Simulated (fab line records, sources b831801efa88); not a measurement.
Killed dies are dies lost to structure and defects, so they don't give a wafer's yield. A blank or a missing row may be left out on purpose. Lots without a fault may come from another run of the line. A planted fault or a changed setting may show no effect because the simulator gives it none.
A sampling plan put to the test | flow gf180mcu | one fab line, 17 faults that these records tell of, each judged on the records of the lots that it struck
The plan is the line's own looks: the steps of the route at which a gauge or an inspection reads the wafer and doesn't change it. A look can be judged if struck wafers have a number there and the file gives its usual mean and standard deviation on fault-free wafers. Caught: at a look after the fault's first step, the mean of the struck wafers lies 4 or more of those standard deviations (sigma) from the usual mean. On the tool: the same test on the tool's own readings at the fault's steps. Another recipe on the struck wafers, or a record that is blank for them alone, also counts as caught.

THE FAULTS, as the simulator had put them in
1. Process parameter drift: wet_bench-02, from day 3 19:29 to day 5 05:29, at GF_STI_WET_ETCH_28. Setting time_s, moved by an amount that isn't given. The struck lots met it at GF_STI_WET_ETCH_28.
2. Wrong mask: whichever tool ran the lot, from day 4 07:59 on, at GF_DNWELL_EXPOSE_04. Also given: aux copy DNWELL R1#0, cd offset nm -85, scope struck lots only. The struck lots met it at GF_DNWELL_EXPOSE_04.
3. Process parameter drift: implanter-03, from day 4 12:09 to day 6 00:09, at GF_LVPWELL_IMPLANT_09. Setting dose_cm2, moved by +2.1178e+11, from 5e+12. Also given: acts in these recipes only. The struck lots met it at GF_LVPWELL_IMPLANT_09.
4. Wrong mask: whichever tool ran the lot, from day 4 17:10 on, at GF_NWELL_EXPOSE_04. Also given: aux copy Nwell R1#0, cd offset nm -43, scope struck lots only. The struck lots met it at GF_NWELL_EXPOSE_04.
5. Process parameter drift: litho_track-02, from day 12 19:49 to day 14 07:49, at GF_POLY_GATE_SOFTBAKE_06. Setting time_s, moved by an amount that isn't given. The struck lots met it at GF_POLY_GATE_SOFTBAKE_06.
6. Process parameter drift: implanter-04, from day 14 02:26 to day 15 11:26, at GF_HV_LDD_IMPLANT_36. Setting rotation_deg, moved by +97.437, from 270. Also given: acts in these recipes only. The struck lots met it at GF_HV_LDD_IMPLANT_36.
7. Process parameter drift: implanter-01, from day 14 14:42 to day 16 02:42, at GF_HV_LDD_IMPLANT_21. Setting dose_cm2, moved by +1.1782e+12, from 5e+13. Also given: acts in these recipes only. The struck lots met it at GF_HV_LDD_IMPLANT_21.
8. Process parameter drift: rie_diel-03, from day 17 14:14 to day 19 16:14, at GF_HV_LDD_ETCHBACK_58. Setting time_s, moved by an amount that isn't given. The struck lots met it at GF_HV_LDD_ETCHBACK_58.
9. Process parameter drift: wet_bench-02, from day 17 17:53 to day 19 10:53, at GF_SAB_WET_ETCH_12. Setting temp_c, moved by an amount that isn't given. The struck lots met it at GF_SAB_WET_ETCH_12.
10. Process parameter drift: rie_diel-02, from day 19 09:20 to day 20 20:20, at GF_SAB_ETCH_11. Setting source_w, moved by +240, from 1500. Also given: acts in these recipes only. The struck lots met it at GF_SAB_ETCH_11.
11. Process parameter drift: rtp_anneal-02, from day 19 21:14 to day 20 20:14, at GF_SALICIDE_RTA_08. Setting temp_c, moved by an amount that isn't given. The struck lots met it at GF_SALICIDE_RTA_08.
12. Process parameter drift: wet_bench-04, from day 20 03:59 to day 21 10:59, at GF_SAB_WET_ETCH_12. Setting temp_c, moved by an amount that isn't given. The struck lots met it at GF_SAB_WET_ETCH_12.
13. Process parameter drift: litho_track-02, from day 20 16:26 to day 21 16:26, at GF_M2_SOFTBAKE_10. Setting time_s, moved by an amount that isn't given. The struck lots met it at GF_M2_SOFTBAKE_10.
14. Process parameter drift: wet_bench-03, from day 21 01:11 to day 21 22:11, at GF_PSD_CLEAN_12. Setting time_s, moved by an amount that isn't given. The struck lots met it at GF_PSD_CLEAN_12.
15. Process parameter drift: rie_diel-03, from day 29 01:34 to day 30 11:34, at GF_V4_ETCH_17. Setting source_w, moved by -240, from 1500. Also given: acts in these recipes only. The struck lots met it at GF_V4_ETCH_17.
16. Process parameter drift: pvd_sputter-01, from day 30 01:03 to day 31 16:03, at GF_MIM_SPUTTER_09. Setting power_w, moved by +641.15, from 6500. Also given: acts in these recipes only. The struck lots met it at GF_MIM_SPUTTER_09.
17. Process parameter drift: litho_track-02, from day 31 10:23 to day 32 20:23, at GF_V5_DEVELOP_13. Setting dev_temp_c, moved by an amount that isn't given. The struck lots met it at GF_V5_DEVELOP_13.

WHAT THE PLAN SAW
fault | on the tool itself                     | first look that catches it                      | reading, sigma | median hours from its first step to that look | hours from the fault's start to the first struck lot there | judged looks passed uncaught
1     | run_length_s +16 sigma                 | none of the 2 looks that can be judged after it | -              | -                                             | -                                                          | 2
2     | under 2 sigma                          | not the one look that can be judged after it    | -              | -                                             | -                                                          | 1
3     | dose_ions_cm2 +42 sigma                | none of the 2 looks that can be judged after it | -              | -                                             | -                                                          | 2
4     | under 2 sigma                          | not the one look that can be judged after it    | -              | -                                             | -                                                          | 1
5     | run_length_s +20 sigma                 | not the one look that can be judged after it    | -              | -                                             | -                                                          | 1
6     | rotation_deg +99 or beyond sigma       | not the one look that can be judged after it    | -              | -                                             | -                                                          | 1
7     | dose_ions_cm2 +26 sigma                | not the one look that can be judged after it    | -              | -                                             | -                                                          | 1
8     | run_length_s -7.9 sigma                | none of the 3 looks that can be judged after it | -              | -                                             | -                                                          | 3
9     | temp_c -51 sigma                       | no look after it can be judged                  | -              | -                                             | -                                                          | 0
10    | rf_fwd_power_W +33 sigma               | not the one look that can be judged after it    | -              | -                                             | -                                                          | 1
11    | wafer_temp_C_max +99 or beyond sigma   | not the one look that can be judged after it    | -              | -                                             | -                                                          | 1
12    | temp_c +39 sigma                       | not the one look that can be judged after it    | -              | -                                             | -                                                          | 1
13    | heater_power_total_W +45 sigma         | no look after it can be judged                  | -              | -                                             | -                                                          | 0
14    | run_length_s -37 sigma                 | no look after it can be judged                  | -              | -                                             | -                                                          | 0
15    | rf_fwd_power_W -51 sigma               | no look after it can be judged                  | -              | -                                             | -                                                          | 0
16    | cathode_dc_power_W +99 or beyond sigma | none of the 2 looks that can be judged after it | -              | -                                             | -                                                          | 2
17    | developer_temp_C -8.1 sigma            | no look after it can be judged                  | -              | -                                             | -                                                          | 0
A dash: the fault isn't caught, or these records don't give the number.

Caught at a look: 0 of 17. Caught on the tool: 15 of 17. By one or the other: 15 of 17.
Caught on the tool alone: faults 1, 3, 5, 6, 7, 8, 9, 10, 11, 12, 13, 14, 15, 16, 17.
Caught by neither: faults 2, 4.
